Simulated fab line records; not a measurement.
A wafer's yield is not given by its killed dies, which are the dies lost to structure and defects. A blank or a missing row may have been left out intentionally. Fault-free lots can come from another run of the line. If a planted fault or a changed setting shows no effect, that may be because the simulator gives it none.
A struck lot beside a sound one	flow sfq-line	42 out of 325 route steps
Sound: the wafers L363.3, L363.4, L363.6. Struck: wafers L357.1, L357.2, L357.5. The cause is given at the end.
Per side, at each step with rows, come the tool, then ch with its chambers, and then its first start. Under that, the readings that differ: sound wafers	struck wafers	difference of the means	sigmas: that difference in standard deviations of wafers without a fault.
alike: a reading whose means differ by less than 2 such deviations, as well as words and numbers matching on both sides. not compared: withheld readings; readings where some wafer has no value; bounds like >300 that might hide an equal value; numbers whose values overlap and for which the record gives no deviation.
The two part at a step that has a row with sigmas, a row that says differs or no value, or rows on one side only. Non-overlapping numbers with no deviation appear without sigmas and do not part them. A reading missing from all wafers of one side parts the sides only when that side holds two or more wafers.

first, 6 steps without rows for these wafers: SFQ_TRILAYER_L0_VIA_LITHO_COAT_018 (resist thk 62 nm); SFQ_TRILAYER_L0_VIA_LITHO_COAT_013 (resist thk 650 nm); SFQ_TRILAYER_L0_VIA_LITHO_SOFTBAKE_017; SFQ_TRILAYER_L0_VIA_LITHO_EXPOSE_014 (exposes mask L0V, target cd 700 nm); SFQ_TRILAYER_L0_VIA_LITHO_PEB_016 (peb time 60 s); SFQ_TRILAYER_L0_VIA_LITHO_DEVELOP_015 (time 60 s).
SFQ_L0V_OVL_MEAS_903:
  sound: overlay-02 at day 13 21:25; struck: overlay-01 at day 10 19:17
  alike: L0V_OVL
SFQ_TRILAYER_L0_VIA_BARC_OPEN_VIA_ETCH_021: etches BARC in O2, target depth 125 nm, time 41.7 s.
  sound on rie-diel-04 ch 0,1,2, day 13 21:26; struck on rie-diel-03 ch 1,2, day 10 19:20
  alike: drypump-motor-current-A, oes-product-au
  not compared: rf-hours-counter-h
then, 4 steps without rows for these wafers: SFQ_TRILAYER_L0_VIA_ETCH_VIA_ETCH_016 (etches SiO2 in CHF3, stops on MoNx KI, target depth 80 nm); SFQ_TRILAYER_L0_VIA_STRIP_STRIP_017 (strips in O2); SFQ_TRILAYER_L0_VIA_STRIP_SOLV_CLEAN_018 (cleans in NMP, time 600 s); SFQ_TRILAYER_M0_DEP_PRE_CLEAN_020 (time 15 s).
SFQ_TRILAYER_M0_DEP_SPUTTER_019: material Nb, target thk 200 nm, time 133.3 s.
  sound: pvd-sputter-04 at day 13 22:19; struck: pvd-sputter-04 at day 10 20:49
reading	sound	struck	difference	sigmas
cathode-dc-power-W (W)	2000.2 2000.1 1999.1	2326.3 2325.9 2326.4	+326.4	+99 or more
model.Nb_of_TRILAYER_M0_DEP_SPUTTER_019.thk-nm (nm)	200.1 198.9 202.3	232.9 231.7 232.4	+31.9	
  alike: throttle-valve-pct
SFQ_M0_RS_MEAS_904: measures by four-point-probe.
  sound: film-metro-01 at day 13 22:27; struck: film-metro-01 at day 10 20:54
reading	sound	struck	difference	sigmas
M0_NB_RS (ohm/sq)	0.889 0.893 0.879	0.761 0.767 0.764	-0.123	-10
then, 6 steps without rows for these wafers: SFQ_TRILAYER_M0_LITHO_COAT_026 (resist thk 62 nm); SFQ_TRILAYER_M0_LITHO_COAT_021 (resist thk 600 nm); SFQ_TRILAYER_M0_LITHO_SOFTBAKE_025; SFQ_TRILAYER_M0_LITHO_EXPOSE_022 (exposes mask M0, target cd 500 nm); SFQ_TRILAYER_M0_LITHO_PEB_024 (peb time 60 s); SFQ_TRILAYER_M0_LITHO_DEVELOP_023 (time 60 s).
-- the record jumps here: 5 days lie between the struck wafers' starts before and after --
SFQ_M0_OVL_MEAS_906:
  sound: overlay-02 at day 19 18:05; struck: overlay-02 at day 16 03:05
  alike: M0_OVL
then, 1 step without rows for these wafers: SFQ_TRILAYER_M0_BARC_OPEN_METAL_ETCH_031 (etches BARC in O2, target depth 125 nm, time 41.7 s).
SFQ_TRILAYER_M0_ETCH_METAL_ETCH_024: etches Nb in Cl2/Ar, stops on SiO2, target depth 240 nm, time 120 s.
  sound on rie-metal-01 ch 0, day 19 18:18; struck on rie-metal-01 ch 0,1, day 16 03:11
reading	sound	struck	difference	sigmas
oes-product-au (a.u.)	0.897 0.889 0.895	0.974 0.973 0.971	+0.079	+10
  alike: drypump-motor-current-A
  not compared: rf-hours-counter-h
then, 3 steps without rows for these wafers: SFQ_TRILAYER_M0_STRIP_STRIP_025 (strips in O2); SFQ_TRILAYER_M0_STRIP_SOLV_CLEAN_026 (cleans in NMP, time 600 s); SFQ_TRILAYER_I0_DEP_PECVD_027 (deposits SiO2 from SiH4/N2O, time 111.11 s, target thk 500 nm).
SFQ_TRILAYER_I0_CMP_CMP_028: polishes SiO2.
  sound on cmp-02 ch 0,3, day 19 19:55; struck on cmp-02 ch 0,1, day 16 04:10
  alike: motor-current-A, time-to-endpoint-s
SFQ_I0_BOW_MEAS_907:
  sound: film-metro-02 at day 19 22:58; struck: film-metro-04 at day 16 07:10
  alike: I0_BOW
SFQ_TRILAYER_I0_METRO_MEASURE_029:
  sound: film-metro-02 at day 19 23:26; struck: film-metro-04 at day 16 07:17
  alike: thk-nm
then, 6 steps without rows for these wafers: SFQ_TRILAYER_I0_VIA_LITHO_COAT_036 (resist thk 62 nm); SFQ_TRILAYER_I0_VIA_LITHO_COAT_031 (resist thk 650 nm); SFQ_TRILAYER_I0_VIA_LITHO_SOFTBAKE_035; SFQ_TRILAYER_I0_VIA_LITHO_EXPOSE_032 (exposes mask I0, target cd 500 nm); SFQ_TRILAYER_I0_VIA_LITHO_PEB_034 (peb time 60 s); SFQ_TRILAYER_I0_VIA_LITHO_DEVELOP_033 (time 60 s).
-- the record jumps here: 6 days lie between the struck wafers' starts before and after --
SFQ_I0_OVL_MEAS_908:
  sound: overlay-01 at day 26 12:35; struck: overlay-01 at day 22 11:05
  alike: I0_OVL
SFQ_TRILAYER_I0_VIA_BARC_OPEN_VIA_ETCH_046: etches BARC in O2, target depth 125 nm, time 41.7 s.
  sound on rie-diel-02 ch 0,1,3, day 26 12:37; struck on rie-diel-02 ch 0,1, day 22 11:08
  alike: drypump-motor-current-A, oes-product-au
  not compared: rf-hours-counter-h
SFQ_TRILAYER_I0_VIA_ETCH_VIA_ETCH_034: etches SiO2 in CHF3, stops on Nb, target depth 260 nm.
  sound on rie-diel-02 ch 0,1,3, day 26 12:40; struck on rie-diel-02 ch 0,1, day 22 11:10
  alike: drypump-motor-current-A, oes-product-au
then, 3 steps without rows for these wafers: SFQ_TRILAYER_I0_VIA_STRIP_STRIP_035 (strips in O2); SFQ_TRILAYER_I0_VIA_STRIP_SOLV_CLEAN_036 (cleans in NMP, time 600 s); SFQ_TRILAYER_M1_DEP_PRE_CLEAN_038 (time 22.5 s).
-- the record jumps here: 63 days lie between the struck wafers' starts before and after --
SFQ_M8_BOW_MEAS_951:
  sound: film-metro-04 at day 86 03:57; struck: film-metro-02 at day 85 03:02
reading	sound	struck	difference	sigmas
model.etest.m0.ohm-um	1.786 1.802 1.772	1.513 1.542 1.517	-0.263	
model.etest.i0.link-ohm	1.971 1.978 1.945	1.838 1.852 1.844	-0.120	
model.etest.m0.ohm-sq	0.8879 0.8933 0.8786	0.7629 0.767 0.7645	-0.1218	
  alike: M8_BOW

## WHERE THEY PART
At SFQ_TRILAYER_M0_DEP_SPUTTER_019 first; at SFQ_TRILAYER_M0_ETCH_METAL_ETCH_024 last (within this record only). Later steps at which nothing parts them and some readings are alike: SFQ_TRILAYER_I0_CMP_CMP_028, SFQ_I0_BOW_MEAS_907, SFQ_TRILAYER_I0_METRO_MEASURE_029, SFQ_I0_OVL_MEAS_908, SFQ_TRILAYER_I0_VIA_BARC_OPEN_VIA_ETCH_046, SFQ_TRILAYER_I0_VIA_ETCH_VIA_ETCH_034, SFQ_M8_BOW_MEAS_951.

WHY: what had been put in by the simulator
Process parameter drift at SFQ_TRILAYER_M0_DEP_SPUTTER_019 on pvd-sputter-04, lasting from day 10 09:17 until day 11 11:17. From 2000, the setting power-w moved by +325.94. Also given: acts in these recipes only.
